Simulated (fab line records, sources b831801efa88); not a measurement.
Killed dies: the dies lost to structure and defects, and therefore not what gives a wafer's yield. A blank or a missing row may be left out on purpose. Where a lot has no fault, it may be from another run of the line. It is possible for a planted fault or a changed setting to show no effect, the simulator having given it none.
Struck lot and sound lot, side by side + flow sky130 + 30 out of 708 route steps
Sound: wafers L125.2, L125.4, L125.5. Wafers struck: L130.1, L130.2, L130.4. The cause is named last.
Order at every step that has rows: each side's tool, ch and its chambers, its first start. Under that, the readings that differ: sound wafers + struck wafers + difference of the means + sigmas: that difference in standard deviations of wafers without a fault.
alike: readings with means less than 2 such deviations apart, plus words and numbers identical on both sides. not compared: withheld readings, readings lacking a value on some wafer, bounds such as >300 that could conceal the same value, and numbers that have no deviation in the record and whose values overlap.
A row with sigmas, a row that says differs or no value, or rows on one side alone: a step with any of these is where the two part. Numbers that have no deviation but don't overlap get no sigmas and don't part them. Lack of a reading on every wafer of one side parts them only where that side has two or more wafers.

first, 3 steps without rows for these wafers: SKY_CONTACT_STRIP_20 (strips in post etch residue remover, time 1200 s); SKY_CONTACT_CLEAN_21 (cleans in IPA, time 180 s); SKY_CONTACT_CLEAN_22 (cleans in O3/DIW).
SKY_CONTACT_SPUTTER_23: material TiN, target thk 20 nm, time 80 s.
  sound on pvd_sputter-03 at day 34 13:29; struck on pvd_sputter-02 at day 35 20:22
  alike: throttle_valve_pct
SKY_CONTACT_CVD_24: deposits W, target thk 340 nm, time 102.12 s.
  sound on cvd_w-02 ch 1, day 34 13:35; struck on cvd_w-01 ch 0,1, day 35 20:25
  alike: heater_power_w
SKY_CONTACT_RS_MEAS_25: measurement is done with a four-point probe.
  sound on film_metro-03 at day 34 13:47; struck on film_metro-04 at day 35 20:32
  alike: CONTACT_W_RS
SKY_CONTACT_THK_MEAS_26: measures by xrf.
  sound on film_metro-03 at day 34 13:54; struck on film_metro-04 at day 35 20:39
  alike: CONTACT_W_THK
then, 1 step without rows for these wafers: SKY_CONTACT_CMP_27 (polishes, stops on SiO2, t overpolish 15 s, target thk 0 nm).
SKY_METAL1_SPUTTER_00: material Ti, target thk 15 nm, time 10 s.
  sound on pvd_sputter-01 at day 34 14:15; struck on pvd_sputter-01 at day 35 21:01
  alike: throttle_valve_pct
then, 1 step without rows for these wafers: SKY_METAL1_SPUTTER_01 (material TiN, target thk 20 nm, time 16.2 s).
SKY_METAL1_SPUTTER_02: material AlCu, target thk 250 nm, time 13.3 s.
  sound on pvd_sputter-01 at day 34 14:18; struck on pvd_sputter-01 at day 35 21:04
  alike: throttle_valve_pct
then, 1 step without rows for these wafers: SKY_METAL1_SPUTTER_03 (material Ti, target thk 5 nm, time 3.3 s).
SKY_METAL1_SPUTTER_04: material TiN, target thk 70 nm, time 58.3 s.
  sound on pvd_sputter-01 at day 34 14:20; struck on pvd_sputter-01 at day 35 21:06
  alike: throttle_valve_pct
SKY_METAL1_RS_MEAS_05: measurement is done with a four-point probe.
  sound on film_metro-03 at day 34 14:25; struck on film_metro-03 at day 35 21:09
| reading                 | sound                | struck               | difference | sigmas |
|-------------------------|----------------------|----------------------|------------|--------|
| METAL1_ALCU_RS (ohm/sq) | 0.1287 0.1293 0.1297 | 0.1253 0.1244 0.1249 | -0.0044    | -4     |
SKY_METAL1_THK_MEAS_06: measures by xrf.
  sound on film_metro-03 at day 34 14:31; struck on film_metro-03 at day 35 21:16
| reading              | sound             | struck            | difference | sigmas |
|----------------------|-------------------|-------------------|------------|--------|
| METAL1_ALCU_THK (nm) | 244.3 246.7 246.2 | 261.7 261.8 260.7 | +15.7      | +6     |
then, 8 steps without rows for these wafers: SKY_METAL1_DEHYDRATE_07 (time 60 s); SKY_METAL1_HMDS_08 (prime time 60 s); SKY_METAL1_COAT_09 (resist thk 60 nm); SKY_METAL1_COAT_10 (resist thk 450 nm); SKY_METAL1_SOFTBAKE_11 (time 90 s); SKY_METAL1_EXPOSE_12 (exposes mask MM1, target cd 140 nm); SKY_METAL1_PEB_13; SKY_METAL1_DEVELOP_14 (develop time 60 s).
SKY_METAL1_CD_MEAS_15: the cd target is 140 nm.
  sound on cd_sem-02 at day 35 15:50; struck on cd_sem-02 at day 36 23:41
| reading    | sound             | struck            | difference | sigmas |
|------------|-------------------|-------------------|------------|--------|
| cd_nm (nm) | 140.0 136.0 137.7 | 142.9 140.4 139.5 | +3.0       | +2     |
SKY_METAL1_OVL_MEAS_16:
  sound on overlay-01 at day 35 15:56; struck on overlay-02 at day 36 23:49
  alike: METAL1_OVL
then, 1 step without rows for these wafers: SKY_METAL1_DESCUM_17 (chemistry O2, time 8 s).
SKY_METAL1_ETCH_18: etches BARC in N2/H2, stops on SiO2, time 45.9 s, target depth 60 nm.
  sound on rie_metal-01 ch 0, day 35 16:00; struck on rie_metal-03 ch 0,1, day 36 23:53
  alike: drypump_motor_current_A, oes_product_au, throttle_valve_pct
  not compared: rf_hours_counter_h
SKY_METAL1_METAL_ETCH_19: etches the open film in Cl2/BCl3, stops on SiO2, target depth 360 nm, time 78 s.
  sound on rie_metal-01 ch 0, day 35 16:04; struck on rie_metal-03 ch 0,1, day 36 23:58
| reading               | sound             | struck            | difference | sigmas |
|-----------------------|-------------------|-------------------|------------|--------|
| oes_product_au (a.u.) | 0.853 0.846 0.852 | 0.840 0.832 0.844 | -0.012     | -2     |
  alike: drypump_motor_current_A, throttle_valve_pct
  not compared: rf_hours_counter_h
then, 1 step without rows for these wafers: SKY_METAL1_STRIP_20 (strips in O2/N2).
-- the record jumps here: 12 days lie between the struck wafers' starts before and after (it left off in module METAL1 and takes up again in module PAD_OPEN, whose first step shown is number 708 of the route) --
SKY_PAD_OPEN_PROBE_99:
  record: rows for the struck wafers here (prober-01, day 49 00:22), none for the sound ones

== WHERE THEY PART ==
Earliest at SKY_METAL1_RS_MEAS_05; latest, in this record, at SKY_PAD_OPEN_PROBE_99.

WHY: what the simulator had put in
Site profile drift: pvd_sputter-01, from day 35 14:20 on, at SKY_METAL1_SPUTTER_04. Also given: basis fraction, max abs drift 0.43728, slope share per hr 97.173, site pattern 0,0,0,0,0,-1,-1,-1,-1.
